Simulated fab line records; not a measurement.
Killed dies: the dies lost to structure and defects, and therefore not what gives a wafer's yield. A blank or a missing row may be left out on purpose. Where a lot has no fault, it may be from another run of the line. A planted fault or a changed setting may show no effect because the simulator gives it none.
fab line records	flow gf180mcu
record lots=24	wafers=72	last_day=34
route steps=602 shown STI@23 POLY_GATE@169 M1@329 V1@337 V2@387
lots that met no fault: from a run of the same line without faults
start_h: hours from the record's first day to the start of the lot's first wafer shown	wait_h: time in hours since the lot's previous step	" repeats the value in the row above	L1.1+2: one row covering several wafers at once	- no value, or no start given	* or withheld: withheld	< > ~ a bound
route shown NAME@n: names a module that has steps shown in the file, with the first one's number in the route	usual: the fault-free wafers' mean and standard deviation	same: alike in all rows	chamber/n: place in a boat	sites: per-site readings	_std_site: standard deviation of those values	_edge_site: inner sites' mean taken away from outer sites' mean	radius_mm: for every site, how far away it sits from the centre of the wafer	mask NAME#n: copy n	behind: the tool/chamber that last shaped the wafer	hold: what put the lot on hold/how long, in hours/how the hold closed	device: names the non-switching transistor (n, p or np)	end of line: tests run on the same wafers once the route is complete	a step given without rows: its recipe and nothing more	killed: dies that structure and defects cost at the first sort, which is not the same as the wafer's yield	map: a wafer's dies, x killed, . not, _ none there
set.NAME: the setting that was run; set.NAME@STEP: the one run at that earlier step	model.NAME: the simulator's own value behind a step, which no gauge read
route steps across a sampled set of lots; one table per step, one row per wafer
services: when a tool's chamber went out of use (start_h, in hours from the record's first day, below 0 if earlier), for how many hours, and the reason
## steps
# step GF_STI_THK_MEAS_22
# recipe reads=SiO2_of_STI_OXIDATION_21
# usual STI_OXIDATION_01_THK=14.9/0.32
lot.wafer	tool	chamber	start_h	wait_h	STI_OXIDATION_01_THK[nm]
L074.2	film_metro-02	-	27.25	0.0	14.5
L074.3	"	-	"	"	14.8
L074.5	"	-	"	"	14.5
L075.3	film_metro-01	-	32.07	0.0	14.8
L075.4	"	-	"	"	14.8
L075.6	"	-	"	"	14.9
L076.1	film_metro-04	-	36.61	0.0	14.1
L076.2	"	-	"	"	14.4
L076.3	"	-	"	"	14.0
L077.4	film_metro-02	-	44.16	0.0	14.7
L077.5	"	-	"	"	15.0
L077.6	"	-	"	"	14.8
L078.2	film_metro-02	-	47.80	0.0	15.4
L078.3	"	-	"	"	15.7
L078.6	"	-	"	"	15.7
L079.2	film_metro-02	-	52.71	0.0	15.2
L079.3	"	-	"	"	15.1
L079.5	"	-	"	"	15.0
L080.3	film_metro-01	-	57.62	0.0	14.9
L080.4	"	-	"	"	15.1
L080.6	"	-	"	"	15.0
L081.2	film_metro-04	-	63.40	0.0	15.5
L081.4	"	-	"	"	15.3
L081.6	"	-	"	"	15.2
L082.2	film_metro-02	-	69.08	0.0	15.2
L082.4	"	-	"	"	15.1
L082.5	"	-	"	"	15.1
L083.1	film_metro-02	-	74.09	0.0	14.7
L083.4	"	-	"	"	14.8
L083.6	"	-	"	"	15.0
L084.3	film_metro-02	-	79.12	0.0	14.8
L084.4	"	-	"	"	15.0
L084.5	"	-	"	"	14.7
L085.2	film_metro-04	-	84.70	0.0	15.4
L085.3	"	-	"	"	15.6
L085.5	"	-	"	"	15.5
L086.2	film_metro-01	-	88.86	0.0	14.8
L086.3	"	-	"	"	14.9
L086.5	"	-	"	"	14.8
L087.1	film_metro-02	-	97.87	0.0	14.7
L087.2	"	-	"	"	14.8
L087.5	"	-	"	"	14.7
L088.2	film_metro-02	-	101.29	0.0	14.7
L088.4	"	-	"	"	14.7
L088.5	"	-	"	"	14.5
L089.2	film_metro-02	-	105.36	0.0	14.6
L089.3	"	-	"	"	14.6
L089.5	"	-	"	"	14.5
L090.1	film_metro-04	-	112.64	0.0	14.6
L090.2	"	-	"	"	14.5
L090.5	"	-	"	"	14.5
L091.2	film_metro-01	-	118.86	0.0	14.9
L091.3	"	-	"	"	14.6
L091.6	"	-	"	"	15.0
L092.1	film_metro-02	-	123.46	0.0	14.8
L092.4	"	-	"	"	15.2
L092.5	"	-	"	"	15.2
L093.3	film_metro-02	-	127.10	0.0	14.8
L093.4	"	-	"	"	15.0
L093.6	"	-	"	"	15.2
L094.1	film_metro-04	-	130.90	0.0	15.1
L094.4	"	-	"	"	15.2
L094.6	"	-	"	"	15.2
L095.2	film_metro-02	-	137.65	0.0	14.8
L095.3	"	-	"	"	14.8
L095.6	"	-	"	"	14.7
L096.2	film_metro-01	-	142.46	0.0	15.0
L096.5	"	-	"	"	15.2
L096.6	"	-	"	"	14.9
L097.4	film_metro-04	-	147.79	0.0	14.4
L097.5	"	-	"	"	14.3
L097.6	"	-	"	"	14.5
# step GF_POLY_GATE_ETCH_12
# recipe chemistry=N2/H2	target_depth_a=withheld	overetch_a=withheld	time_s=withheld	target=BARC	ion_energy_ev=200	source_w=500	bias_w=100	pressure_mtorr=30	n2_flow_sccm=100	h2_flow_sccm=200
# usual drypump_motor_current_A=6.0/0.38	oes_product_au=0.736/0.0048	rf_fwd_power_W=495.6/2	throttle_valve_pct=13.214/0.008
lot.wafer	tool	chamber	start_h	wait_h	drypump_motor_current_A	oes_product_au	rf_fwd_power_W	throttle_valve_pct
L074.2	rie_diel-03	2	194.29	0.0	6.2	0.740	495.5	13.198
L074.3	"	1	"	"	5.8	0.740	497.1	13.202
L074.5	"	3	"	"	6.2	0.734	492.7	13.212
L075.3	rie_diel-01	3	202.90	0.0	5.7	0.741	496.4	13.217
L075.4	"	2	"	"	6.2	0.731	495.7	13.216
L075.6	"	2	"	"	6.2	0.741	496.3	13.219
L076.1	rie_diel-04	2	207.59	0.0	5.1	0.745	497.1	13.214
L076.2	"	3	"	"	5.7	0.729	496.3	13.200
L076.3	"	0	"	"	6.0	0.730	492.8	13.202
L077.4	rie_diel-01	1	218.14	0.0	6.7	0.733	496.6	13.207
L077.5	"	3	"	"	5.7	0.736	495.0	13.214
L077.6	"	0	"	"	5.8	0.736	494.9	13.212
L078.2	rie_diel-03	1	225.30	0.0	5.7	0.731	497.2	13.222
L078.3	"	2	"	"	6.1	0.741	495.7	13.210
L078.6	"	2	"	"	6.1	0.735	493.7	13.218
L079.2	rie_diel-03	3	231.69	0.0	6.2	0.724	494.9	13.197
L079.3	"	0	"	"	5.5	0.732	494.0	13.213
L079.5	"	0	"	"	5.5	0.740	492.7	13.213
L080.3	rie_diel-01	0	235.45	0.0	5.8	0.736	493.0	13.203
L080.4	"	2	"	"	6.2	0.739	498.1	13.217
L080.6	"	0	"	"	5.8	0.738	493.9	13.217
L081.2	rie_diel-03	0	243.80	0.0	5.5	0.731	493.1	13.217
L081.4	"	2	"	"	6.1	0.737	497.1	13.222
L081.6	"	2	"	"	6.2	0.733	496.8	13.201
L082.2	rie_diel-03	3	249.45	0.0	6.2	0.739	495.8	13.220
L082.4	"	1	"	"	5.8	0.738	496.7	13.203
L082.5	"	3	"	"	6.3	0.733	497.2	13.202
L083.1	rie_diel-04	1	261.55	0.0	6.6	0.738	496.7	13.210
L083.4	"	3	"	"	5.7	0.735	497.4	13.209
L083.6	"	1	"	"	6.5	0.739	495.1	13.219
L084.3	rie_diel-04	0	267.14	0.0	6.0	0.725	493.2	13.211
L084.4	"	1	"	"	6.6	0.732	495.9	13.219
L084.5	"	0	"	"	6.0	0.739	493.7	13.215
L085.2	rie_diel-03	3	273.04	0.0	6.2	0.733	494.0	13.220
L085.3	"	1	"	"	5.8	0.736	496.2	13.204
L085.5	"	2	"	"	6.1	0.734	496.8	13.219
L086.2	rie_diel-03	1	281.55	0.0	5.8	0.729	496.9	13.217
L086.3	"	0	"	"	5.5	0.741	492.8	13.234
L086.5	"	3	"	"	6.3	0.730	496.4	13.239
L087.1	rie_diel-04	3	295.25	0.0	5.7	0.733	497.4	13.205
L087.2	"	2	"	"	5.1	0.727	495.6	13.216
L087.5	"	3	"	"	5.7	0.734	497.7	13.213
L088.2	rie_diel-01	2	297.70	0.0	6.2	0.728	496.9	13.211
L088.4	"	3	"	"	5.7	0.741	493.3	13.220
L088.5	"	0	"	"	5.8	0.734	499.3	13.227
L089.2	rie_diel-03	0	302.04	0.0	5.5	0.735	497.5	13.219
L089.3	"	1	"	"	5.8	0.726	494.4	13.217
L089.5	"	1	"	"	5.7	0.739	495.1	13.204
L090.1	rie_diel-01	3	315.64	0.0	5.7	0.728	493.1	13.221
L090.2	"	2	"	"	6.2	0.734	496.7	13.220
L090.5	"	3	"	"	5.7	0.742	493.7	13.222
L091.2	rie_diel-04	2	323.05	0.0	5.1	0.735	497.5	13.225
L091.3	"	0	"	"	6.0	0.728	495.4	13.212
L091.6	"	1	"	"	6.6	0.731	498.3	13.211
L092.1	rie_diel-03	1	328.25	0.0	5.8	0.742	494.8	13.202
L092.4	"	3	"	"	6.3	0.745	496.3	13.233
L092.5	"	3	"	"	6.2	0.728	498.3	13.216
L093.3	rie_diel-01	1	335.25	0.0	6.7	0.740	498.1	13.209
L093.4	"	1	"	"	6.7	0.735	495.9	13.213
L093.6	"	0	"	"	5.8	0.734	494.8	13.216
L094.1	rie_diel-01	3	340.89	0.0	5.7	0.732	493.0	13.200
L094.4	"	1	"	"	6.7	0.737	495.3	13.224
L094.6	"	1	"	"	6.7	0.742	496.3	13.217
L095.2	rie_diel-04	0	349.25	0.0	6.0	0.737	493.3	13.216
L095.3	"	3	"	"	5.7	0.744	495.0	13.203
L095.6	"	1	"	"	6.5	0.728	498.0	13.225
L096.2	rie_diel-03	0	354.80	0.0	5.5	0.739	489.6	13.213
L096.5	"	3	"	"	6.2	0.742	495.6	13.220
L096.6	"	0	"	"	5.5	0.737	492.7	13.209
L097.4	rie_diel-01	2	362.54	0.0	6.2	0.738	496.9	13.213
L097.5	"	0	"	"	5.8	0.733	494.2	13.192
L097.6	"	3	"	"	5.7	0.745	494.6	13.211
# step GF_M1_CD_MEAS_14
# recipe target_cd_nm=230
# usual cd_nm=229.8/1.4
lot.wafer	tool	chamber	start_h	wait_h	cd_nm
L074.2	cd_sem-02	-	383.00	0.1	227.3
L074.3	"	-	"	"	229.1
L074.5	"	-	"	"	229.1
L075.3	cd_sem-01	-	395.26	0.1	231.7
L075.4	"	-	"	"	230.5
L075.6	"	-	"	"	230.7
L076.1	cd_sem-02	-	400.69	0.1	230.0
L076.2	"	-	"	"	230.0
L076.3	"	-	"	"	230.1
L077.4	cd_sem-02	-	413.74	0.1	231.0
L077.5	"	-	"	"	230.4
L077.6	"	-	"	"	230.9
L078.2	cd_sem-01	-	423.49	0.1	228.9
L078.3	"	-	"	"	229.7
L078.6	"	-	"	"	230.8
L079.2	cd_sem-01	-	431.49	0.1	230.3
L079.3	"	-	"	"	230.1
L079.5	"	-	"	"	230.0
L080.3	cd_sem-01	-	436.48	0.1	228.0
L080.4	"	-	"	"	226.0
L080.6	"	-	"	"	226.5
L081.2	cd_sem-01	-	447.54	0.1	228.9
L081.4	"	-	"	"	230.2
L081.6	"	-	"	"	229.8
L082.2	cd_sem-02	-	452.40	0.1	228.1
L082.4	"	-	"	"	229.9
L082.5	"	-	"	"	230.1
L083.1	cd_sem-02	-	468.38	0.1	230.6
L083.4	"	-	"	"	230.2
L083.6	"	-	"	"	229.6
L084.3	cd_sem-01	-	475.21	0.1	227.8
L084.4	"	-	"	"	229.6
L084.5	"	-	"	"	228.6
L085.2	cd_sem-02	-	483.56	0.1	231.9
L085.3	"	-	"	"	231.7
L085.5	"	-	"	"	230.2
L086.2	cd_sem-01	-	495.26	0.1	229.2
L086.3	"	-	"	"	229.8
L086.5	"	-	"	"	230.1
L087.1	cd_sem-01	-	511.02	0.1	229.7
L087.2	"	-	"	"	228.6
L087.5	"	-	"	"	228.6
L088.2	cd_sem-01	-	513.54	0.1	231.9
L088.4	"	-	"	"	232.4
L088.5	"	-	"	"	231.9
L089.2	cd_sem-01	-	518.10	0.1	227.7
L089.3	"	-	"	"	227.3
L089.5	"	-	"	"	227.1
L090.1	cd_sem-02	-	533.72	0.1	227.9
L090.2	"	-	"	"	227.7
L090.5	"	-	"	"	228.4
L091.2	cd_sem-02	-	539.26	0.1	229.6
L091.3	"	-	"	"	229.0
L091.6	"	-	"	"	230.9
L092.1	cd_sem-01	-	544.97	0.1	229.8
L092.4	"	-	"	"	228.2
L092.5	"	-	"	"	228.3
L093.3	cd_sem-02	-	553.71	0.1	231.0
L093.4	"	-	"	"	230.2
L093.6	"	-	"	"	231.1
L094.1	cd_sem-01	-	559.29	0.1	230.3
L094.4	"	-	"	"	231.4
L094.6	"	-	"	"	232.2
L095.2	cd_sem-01	-	569.30	0.1	231.7
L095.3	"	-	"	"	232.1
L095.6	"	-	"	"	229.8
L096.2	cd_sem-02	-	573.20	0.1	230.5
L096.5	"	-	"	"	230.2
L096.6	"	-	"	"	231.4
L097.4	cd_sem-02	-	581.13	0.1	231.2
L097.5	"	-	"	"	230.0
L097.6	"	-	"	"	229.7
# step GF_V1_CVD_02
# recipe material=SiO2	target_thk_nm=850	precursor=TEOS	temp_c=400	time_s=94.851	rf_w=600
# usual heater_power_w=724/150	rf_fwd_power_W=596.2/2.5
lot.wafer	tool	chamber	start_h	wait_h	heater_power_w	rf_fwd_power_W	since_wet_clean_h
L074.2	pecvd-04	2	383.92	0.0	823	592.2	418
L074.3	"	0	"	"	659	595.0	418
L074.5	"	0	"	"	684	596.6	-
L075.3	pecvd-04	0	396.16	0.0	586	594.2	430
L075.4	"	2	"	"	849	596.0	-
L075.6	"	1	"	"	466	597.7	-
L076.1	pecvd-02	0	401.65	0.1	717	597.0	227
L076.2	"	1	"	"	904	598.3	227
L076.3	"	2	"	"	679	594.9	227
L077.4	pecvd-04	2	414.65	0.1	900	590.9	-
L077.5	"	1	"	"	484	603.0	-
L077.6	"	0	"	"	677	595.5	-
L078.2	pecvd-02	1	424.43	0.0	837	597.1	250
L078.3	"	2	"	"	683	597.5	250
L078.6	"	0	"	"	755	594.6	-
L079.2	pecvd-01	0	432.40	0.0	554	598.8	674
L079.3	"	2	"	"	684	594.6	674
L079.5	"	1	"	"	716	597.9	-
L080.3	pecvd-02	0	437.37	0.0	693	596.7	263
L080.4	"	2	"	"	707	598.2	-
L080.6	"	0	"	"	767	599.9	-
L081.2	pecvd-01	1	448.45	0.0	721	594.3	690
L081.4	"	0	"	"	572	601.0	-
L081.6	"	2	"	"	683	595.6	-
L082.2	pecvd-04	1	453.32	0.0	599	598.7	487
L082.4	"	2	"	"	916	592.0	-
L082.5	"	1	"	"	482	599.0	-
L083.1	pecvd-01	0	469.59	0.1	474	596.3	711
L083.4	"	2	"	"	553	598.0	-
L083.6	"	1	"	"	581	595.7	-
L084.3	pecvd-02	2	476.49	0.1	705	596.2	-
L084.4	"	1	"	"	1032	596.1	-
L084.5	"	1	"	"	836	591.8	-
L085.2	pecvd-04	0	484.48	0.0	690	596.2	518
L085.3	"	1	"	"	517	597.4	518
L085.5	"	0	"	"	710	596.4	-
L086.2	pecvd-04	2	496.17	0.0	783	592.5	530
L086.3	"	1	"	"	563	599.7	530
L086.5	"	0	"	"	689	594.8	-
L087.1	pecvd-01	2	512.05	0.1	727	595.2	754
L087.2	"	1	"	"	645	596.9	754
L087.5	"	2	"	"	569	595.3	-
L088.2	pecvd-02	1	514.48	0.0	978	594.8	340
L088.4	"	1	"	"	1036	590.8	-
L088.5	"	1	"	"	840	593.3	-
L089.2	pecvd-02	2	519.02	0.0	736	598.6	344
L089.3	"	2	"	"	577	595.9	-
L089.5	"	2	"	"	632	596.0	-
L090.1	pecvd-01	0	534.65	0.1	591	598.7	777
L090.2	"	2	"	"	615	593.9	777
L090.5	"	1	"	"	742	596.5	-
L091.2	pecvd-02	1	540.30	0.1	1034	595.7	-
L091.3	"	1	"	"	841	596.1	-
L091.6	"	1	"	"	1002	595.9	-
L092.1	pecvd-01	1	545.96	0.1	605	596.8	788
L092.4	"	0	"	"	564	595.2	-
L092.5	"	1	"	"	682	596.2	-
L093.3	pecvd-04	2	554.62	0.0	951	592.4	588
L093.4	"	1	"	"	479	593.7	-
L093.6	"	0	"	"	706	595.6	-
L094.1	pecvd-02	2	560.25	0.1	728	601.3	386
L094.4	"	1	"	"	1019	594.2	-
L094.6	"	1	"	"	825	596.3	-
L095.2	pecvd-02	1	570.22	0.0	954	596.5	396
L095.3	"	2	"	"	579	598.3	-
L095.6	"	2	"	"	646	600.3	-
L096.2	pecvd-02	2	574.12	0.0	696	599.7	400
L096.5	"	1	"	"	918	593.0	-
L096.6	"	2	"	"	587	598.7	-
L097.4	pecvd-04	0	582.11	0.1	559	597.0	-
L097.5	"	1	"	"	566	599.5	-
L097.6	"	2	"	"	889	595.4	-
# step GF_V2_BOW_MEAS_05
# recipe mode=bow
# usual V2_BOW=100/7.8
lot.wafer	tool	chamber	start_h	wait_h	V2_BOW[um]
L074.2	film_metro-01	-	434.32	0.2	97
L074.3	"	-	"	"	95
L074.5	"	-	"	"	96
L075.3	film_metro-01	-	446.55	0.1	91
L075.4	"	-	"	"	101
L075.6	"	-	"	"	107
L076.1	film_metro-03	-	452.15	0.2	99
L076.2	"	-	"	"	82
L076.3	"	-	"	"	85
L077.4	film_metro-04	-	466.04	0.2	104
L077.5	"	-	"	"	91
L077.6	"	-	"	"	106
L078.2	film_metro-01	-	476.45	0.2	93
L078.3	"	-	"	"	98
L078.6	"	-	"	"	92
L079.2	film_metro-04	-	483.68	0.2	90
L079.3	"	-	"	"	93
L079.5	"	-	"	"	87
L080.3	film_metro-04	-	488.99	0.2	102
L080.4	"	-	"	"	86
L080.6	"	-	"	"	92
L081.2	film_metro-01	-	499.94	0.3	85
L081.4	"	-	"	"	106
L081.6	"	-	"	"	103
L082.2	film_metro-04	-	504.15	0.2	100
L082.4	"	-	"	"	88
L082.5	"	-	"	"	100
L083.1	film_metro-04	-	521.23	0.1	107
L083.4	"	-	"	"	101
L083.6	"	-	"	"	108
L084.3	film_metro-01	-	527.89	0.3	104
L084.4	"	-	"	"	108
L084.5	"	-	"	"	114
L085.2	film_metro-04	-	534.71	0.2	94
L085.3	"	-	"	"	99
L085.5	"	-	"	"	106
L086.2	film_metro-01	-	546.34	0.2	99
L086.3	"	-	"	"	96
L086.5	"	-	"	"	107
L087.1	film_metro-01	-	561.34	0.1	110
L087.2	"	-	"	"	105
L087.5	"	-	"	"	112
L088.2	film_metro-01	-	563.95	0.3	117
L088.4	"	-	"	"	106
L088.5	"	-	"	"	115
L089.2	film_metro-01	-	567.71	0.2	119
L089.3	"	-	"	"	114
L089.5	"	-	"	"	117
L090.1	film_metro-01	-	581.90	0.2	102
L090.2	"	-	"	"	98
L090.5	"	-	"	"	103
L091.2	film_metro-01	-	587.28	0.2	104
L091.3	"	-	"	"	108
L091.6	"	-	"	"	103
L092.1	film_metro-04	-	594.14	0.1	84
L092.4	"	-	"	"	88
L092.5	"	-	"	"	106
L093.3	film_metro-01	-	601.30	0.1	94
L093.4	"	-	"	"	96
L093.6	"	-	"	"	93
L094.1	film_metro-04	-	608.22	0.2	98
L094.4	"	-	"	"	90
L094.6	"	-	"	"	91
L095.2	film_metro-04	-	615.57	0.3	104
L095.3	"	-	"	"	90
L095.6	"	-	"	"	97
L096.2	film_metro-04	-	619.94	0.2	95
L096.5	"	-	"	"	96
L096.6	"	-	"	"	98
L097.4	film_metro-04	-	627.80	0.2	113
L097.5	"	-	"	"	104
L097.6	"	-	"	"	98
# step GF_V2_SPUTTER_22
# recipe material=TiN	target_thk_nm=10	chamber_pressure_pa=5	power_w=4000	time_s=40
# usual throttle_valve_pct=30.3/0.96
lot.wafer	tool	chamber	start_h	wait_h	throttle_valve_pct
L074.2	pvd_sputter-02	-	460.05	0.0	28.8
L074.3	"	-	"	"	31.4
L074.5	"	-	"	"	31.4
L075.3	pvd_sputter-02	-	471.56	0.0	29.3
L075.4	"	-	"	"	31.2
L075.6	"	-	"	"	31.3
L076.1	pvd_sputter-03	-	477.20	0.0	28.4
L076.2	"	-	"	"	30.6
L076.3	"	-	"	"	30.7
L077.4	pvd_sputter-01	-	490.85	0.0	30.2
L077.5	"	-	"	"	29.7
L077.6	"	-	"	"	30.6
L078.2	pvd_sputter-03	-	501.20	0.0	30.5
L078.3	"	-	"	"	28.5
L078.6	"	-	"	"	31.2
L079.2	pvd_sputter-01	-	508.64	0.0	31.2
L079.3	"	-	"	"	30.4
L079.5	"	-	"	"	30.1
L080.3	pvd_sputter-02	-	513.64	0.0	30.1
L080.4	"	-	"	"	29.0
L080.6	"	-	"	"	29.5
L081.2	pvd_sputter-03	-	523.64	0.0	28.4
L081.4	"	-	"	"	30.6
L081.6	"	-	"	"	28.6
L082.2	pvd_sputter-01	-	528.10	0.0	29.9
L082.4	"	-	"	"	30.4
L082.5	"	-	"	"	29.8
L083.1	pvd_sputter-01	-	545.07	0.0	30.3
L083.4	"	-	"	"	30.9
L083.6	"	-	"	"	30.7
L084.3	pvd_sputter-03	-	551.46	0.0	30.2
L084.4	"	-	"	"	28.3
L084.5	"	-	"	"	28.6
L085.2	pvd_sputter-02	-	557.49	0.0	29.0
L085.3	"	-	"	"	29.7
L085.5	"	-	"	"	30.3
L086.2	pvd_sputter-01	-	569.38	0.0	30.0
L086.3	"	-	"	"	29.9
L086.5	"	-	"	"	30.6
L087.1	pvd_sputter-03	-	583.85	0.0	31.5
L087.2	"	-	"	"	28.5
L087.5	"	-	"	"	30.9
L088.2	pvd_sputter-02	-	586.03	0.0	31.5
L088.4	"	-	"	"	29.4
L088.5	"	-	"	"	30.0
L089.2	pvd_sputter-01	-	590.26	0.0	30.6
L089.3	"	-	"	"	31.3
L089.5	"	-	"	"	30.6
L090.1	pvd_sputter-03	-	603.90	0.0	30.4
L090.2	"	-	"	"	31.3
L090.5	"	-	"	"	28.5
L091.2	pvd_sputter-01	-	609.23	0.0	30.3
L091.3	"	-	"	"	30.0
L091.6	"	-	"	"	30.0
L092.1	pvd_sputter-01	-	615.90	0.0	29.9
L092.4	"	-	"	"	29.9
L092.5	"	-	"	"	30.0
L093.3	pvd_sputter-02	-	623.22	0.0	28.8
L093.4	"	-	"	"	30.2
L093.6	"	-	"	"	28.6
L094.1	pvd_sputter-03	-	629.38	0.0	31.6
L094.4	"	-	"	"	31.2
L094.6	"	-	"	"	28.3
L095.2	pvd_sputter-03	-	636.71	0.0	28.4
L095.3	"	-	"	"	31.4
L095.6	"	-	"	"	31.0
L096.2	pvd_sputter-02	-	640.83	0.0	28.7
L096.5	"	-	"	"	28.8
L096.6	"	-	"	"	31.6
L097.4	pvd_sputter-03	-	648.43	0.0	30.9
L097.5	"	-	"	"	31.1
L097.6	"	-	"	"	30.7
## services
tool	chamber	start_h	hours	kind
pecvd-02	-	174.62	5.5	pm
rie_diel-03	3	184.86	8.8	repair
rie_diel-03	3	202.59	10.4	repair
pecvd-04	-	203.42	4.3	pm
rie_diel-03	1	209.53	2.5	repair
pecvd-04	-	210.51	0.3	repair
rie_diel-01	1	234.88	5.3	repair
pecvd-04	0	243.55	8.0	repair
pvd_sputter-01	-	256.31	1.2	repair
rie_diel-03	0	272.71	6.4	repair
pecvd-02	-	304.29	1.4	repair
rie_diel-03	1	351.13	6.7	repair
pvd_sputter-03	-	397.81	1.4	repair
pvd_sputter-03	-	420.59	18.3	repair
pvd_sputter-03	-	428.16	3.1	repair
pecvd-02	0	454.88	181.5	repair
pvd_sputter-03	-	458.45	15.5	repair
pecvd-02	-	469.00	1.2	repair
pvd_sputter-03	-	481.06	3.0	repair
rie_diel-03	3	534.96	5.5	repair
pecvd-02	2	540.08	2.6	repair
pecvd-02	-	548.99	1.6	repair
pecvd-02	-	567.57	1.7	repair
pvd_sputter-03	-	615.18	11.3	repair
## key
fault none
